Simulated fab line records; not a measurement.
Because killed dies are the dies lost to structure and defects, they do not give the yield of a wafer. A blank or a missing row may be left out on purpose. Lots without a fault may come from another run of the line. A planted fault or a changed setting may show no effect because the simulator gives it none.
Chamber matching    flow sky130    SKY_CAP2M_CVD_00 on pecvd-04 has 3 sister chambers
The step deposits SiO2, target thk 15.5 nm. 18 wafers are shown with their chamber, then 9 later ones without.

WAFERS, EACH WITH ITS CHAMBER
wafer   chamber  heater power w (W)
L074.3  2        698
L074.5  0        625
L074.6  2        723
L076.2  2        728
L076.3  0        776
L076.6  2        712
L078.1  1        722
L078.2  0        753
L078.3  2        676
L078.4  1        728
L078.5  2        660
L078.6  0        604
L079.1  1        663
L079.3  2        651
L079.6  2        636
L086.1  2        731
L086.2  1        683
L086.6  0        678

SIGNATURES (averages over the wafers above)
reading         chamber 0  chamber 1  chamber 2  scatter within a chamber
heater power w  687.20     699.00     690.56     49.2
Rule: for a wafer and a chamber, the distance is found by dividing, reading by reading, the gap between the wafer's reading and the chamber's mean by the reading's scatter, squaring, summing and taking the root. The wafer belongs to the nearest chamber; if the next one is less than 2 further off, it can't be placed. The scatter: take each reading less its chamber's mean, square it, sum over the shown wafers, divide by the number of wafers less the number of chambers, and take the root.

WAFERS WITH NO CHAMBER GIVEN
wafer   heater power w (W)
L092.3  755
L092.4  622
L092.5  768
L093.2  721
L093.3  662
L093.4  738
L096.3  665
L096.4  683
L096.5  745

EACH ONE'S CHAMBER
wafer   from the rows above           in truth
L092.3  can't be placed: 1 or 2 or 0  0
L092.4  can't be placed: 0 or 2 or 1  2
L092.5  can't be placed: 1 or 2 or 0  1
L093.2  can't be placed: 1 or 2 or 0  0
L093.3  can't be placed: 0 or 2 or 1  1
L093.4  can't be placed: 1 or 2 or 0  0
L096.3  can't be placed: 0 or 2 or 1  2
L096.4  can't be placed: 0 or 2 or 1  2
L096.5  can't be placed: 1 or 2 or 0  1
Correct placement for 0 of the 9. From these rows, 9 cannot be placed; in 9 the true chamber is one of the candidates. Placed wrongly: 0.
